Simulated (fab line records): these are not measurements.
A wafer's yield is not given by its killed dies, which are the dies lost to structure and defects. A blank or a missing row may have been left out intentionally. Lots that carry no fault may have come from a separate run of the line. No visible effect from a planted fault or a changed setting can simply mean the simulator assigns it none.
Which tool did it? | flow sfq_line | 15 lots, 42 wafers sampled, at 2 steps of a route of 325

== WHAT THE GAUGES SHOWED, per wafer ==
The record holds no reading of a measuring or inspecting step that can be judged against a usual standard deviation.

== EACH LOT AND THE TOOL THAT RAN IT (in order: tool; ch and the chambers of the sampled wafers; start) ==
lot  | SFQ_TRILAYER_JJ_CE_LITHO_EXPOSE_115 | SFQ_TRILAYER_JJ_CE_METRO_MEASURE_117
L748 | krf_scanner-02 ch 0, day 50 20:20   | cd_sem-01, day 50 21:53
L749 | krf_scanner-02 ch 0, day 50 22:53   | cd_sem-02, day 51 00:26
L750 | krf_scanner-02 ch 0, day 60 15:24   | cd_sem-01, day 60 16:56
L752 | krf_scanner-02 ch 0, day 60 20:00   | cd_sem-01, day 60 21:32
L753 | krf_scanner-02 ch 0, day 61 10:18   | cd_sem-02, day 61 11:50
L757 | krf_scanner-01 ch 0, day 62 11:11   | cd_sem-02, day 62 12:43
L758 | krf_scanner-01 ch 0, day 62 22:24   | cd_sem-02, day 62 23:56
L759 | krf_scanner-01 ch 0, day 63 00:36   | cd_sem-02, day 63 02:08
L762 | krf_scanner-01 ch 0, day 63 08:48   | cd_sem-02, day 63 10:20
L761 | krf_scanner-01 ch 0, day 63 11:36   | cd_sem-01, day 63 13:08
L763 | krf_scanner-01 ch 0, day 63 14:00   | cd_sem-02, day 63 15:32
L768 | krf_scanner-02 ch 0, day 68 03:14   | cd_sem-01, day 68 04:46
L769 | krf_scanner-01 ch 0, day 68 12:23   | cd_sem-02, day 68 13:55
L770 | krf_scanner-01 ch 0, day 68 15:47   | cd_sem-01, day 68 17:19
L771 | krf_scanner-02 ch 0, day 69 05:51   | cd_sem-02, day 69 07:23
- SFQ_TRILAYER_JJ_CE_LITHO_EXPOSE_115: exposes mask J5, target cd 700 nm.
- SFQ_TRILAYER_JJ_CE_METRO_MEASURE_117

== WHAT THE TOOLS THEMSELVES READ (means of the sampled wafers that have a number; where no wafer has one, the mark that the record gives instead) ==
SFQ_TRILAYER_JJ_CE_METRO_MEASURE_117. Usual: 700.2 nm for cd_nm, sd 1.1.
lot  | tool      | cd_nm (nm) | flag
L748 | cd_sem-01 | 699.6      |
L749 | cd_sem-02 | 700.0      |
L750 | cd_sem-01 | 701.4      |
L752 | cd_sem-01 | 698.8      |
L753 | cd_sem-02 | 699.7      |
L757 | cd_sem-02 | 699.3      |
L758 | cd_sem-02 | 700.2      |
L759 | cd_sem-02 | 700.1      |
L762 | cd_sem-02 | 683.6      | OFF
L761 | cd_sem-01 | 683.0      | OFF
L763 | cd_sem-02 | 683.5      | OFF
L768 | cd_sem-01 | 700.8      |
L769 | cd_sem-02 | 699.5      |
L770 | cd_sem-01 | 700.3      |
L771 | cd_sem-02 | 700.2      |

== THE ANSWER, worked out from the rows above alone ==
Rule: a lot is off if the mean of its wafers that have a number lies more than 3 standard deviations from the usual mean. Also off: a lot with no number at a reading for which 4 or more lots have one. Any other lot the step has rows for is counted as sound. First the gauges in route order, then the tools' own readings, where a lot's mean is used as printed above. At the first step where some lot is off, the reading lying furthest off is the one used; lots without a number count as furthest.
Off at SFQ_TRILAYER_JJ_CE_METRO_MEASURE_117 (cd_nm): L762, L761, L763.
A tool fits if, at that step or a process step before it, it ran every lot that is off, and no sound lot after the first of them. Not one of the candidates tried fits.

== WHAT WAS PUT IN BY THE SIMULATOR ==
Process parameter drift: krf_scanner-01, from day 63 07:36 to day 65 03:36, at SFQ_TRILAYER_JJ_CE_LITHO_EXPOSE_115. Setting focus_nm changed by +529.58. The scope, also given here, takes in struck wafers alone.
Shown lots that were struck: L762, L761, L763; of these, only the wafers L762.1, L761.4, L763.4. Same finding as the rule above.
